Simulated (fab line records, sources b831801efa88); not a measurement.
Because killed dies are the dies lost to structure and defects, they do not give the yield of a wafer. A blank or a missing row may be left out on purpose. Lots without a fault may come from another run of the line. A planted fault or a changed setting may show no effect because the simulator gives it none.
Problem report, 8D (eight disciplines) form, completed by code    flow gf180mcu    the parts of the form that need people (team, actions taken, sign-off) are left out

1. PROBLEM STATEMENT
Mean VT_IMPLANT_OVL at GF_VT_IMPLANT_OVL_MEAS_07: -137.6 nm over 6 wafers in 2 lots; fault-free wafers: 0.7 nm, standard deviation 1.4. Relative to the usual mean, that is a shift of -99 standard deviations.
Seen first at day 7 23:20 on overlay-01, wafer L743.1. The record has a number at this step for 36 wafers belonging to 12 lots. The rule behind "out" and "out of limits": a value lying over 4 standard deviations away from the usual mean. Any other wafer with a number is counted as sound.

2. WHAT IT IS AND WHAT IT IS NOT
question                     is                      is not
which readings at this step  VT_IMPLANT_OVL          -
which lots                   L743, L744              L734, L735, L736, L737, L740, L748, L750, L751, L753, L756
which wafers of those lots   all that have a number  -
read on which gauges         overlay-01, overlay-02  -
when                         from day 7 23:20        up to then (15 sound wafers); but 15 sound wafers of L748, L750, L751, L753, L756 came after

3. THE SUSPECTS, EACH WITH WHAT RULES IT OUT
Counting: a tool at a process step up to the reading stays a suspect if it ran every lot that is out and no sound lot after the first of them.
- the gauge at GF_VT_IMPLANT_OVL_MEAS_07 has been ruled out. The wafers that are out were read on 2 gauges (overlay-01, overlay-02).
- iline stepper-01 at GF_VT_IMPLANT_EXPOSE_04 (exposes mask LVPWELL LV AREA, target cd 600 nm): kept. It ran every lot that is out, first L743 (day 7 15:24), and no sound lot after that; its last sound lot up to then is L736 (day 5 21:06).
After counting, what remains is iline stepper-01 at GF_VT_IMPLANT_EXPOSE_04.

4. THE CAUSE (what the simulator had put in)
Scanner matching overlay: iline stepper-01, from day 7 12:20 on, at GF_VT_IMPLANT_EXPOSE_04. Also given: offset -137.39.
This tool alone remained once counting was done.

5. SEQUENCE OF EFFECTS, ordered by route
Each row: a reading whose mean over the struck wafers that have a number lies more than 3 standard deviations from the usual. Readings are gone through only where the record gives a usual standard deviation; hours: the median, over the lots, of the time from a lot's start at the first step in this table giving one to that lot's start at this step; sigmas: the change measured in usual standard deviations.
hours  step                       reading         usual   on struck wafers  change  sigmas
0      GF_VT_IMPLANT_OVL_MEAS_07  VT_IMPLANT_OVL  0.7 nm  -137.6            -138.3  -99

6. HOW IT WOULD HAVE BEEN CAUGHT EARLIER
The first out-of-limits reading at a measuring or inspecting step in this record came at day 7 23:20, 11 hours after the fault's start at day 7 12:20.
Of the tool readings at GF_VT_IMPLANT_EXPOSE_04 for which the record gives a usual standard deviation, none was out on any struck wafer, so an alarm limit of 4 standard deviations on them would not have fired.
By day 7 23:20, every lot that is out (2) had started GF_VT_IMPLANT_EXPOSE_04 on iline stepper-01. A hold on the tool at that time would have spared none of them.
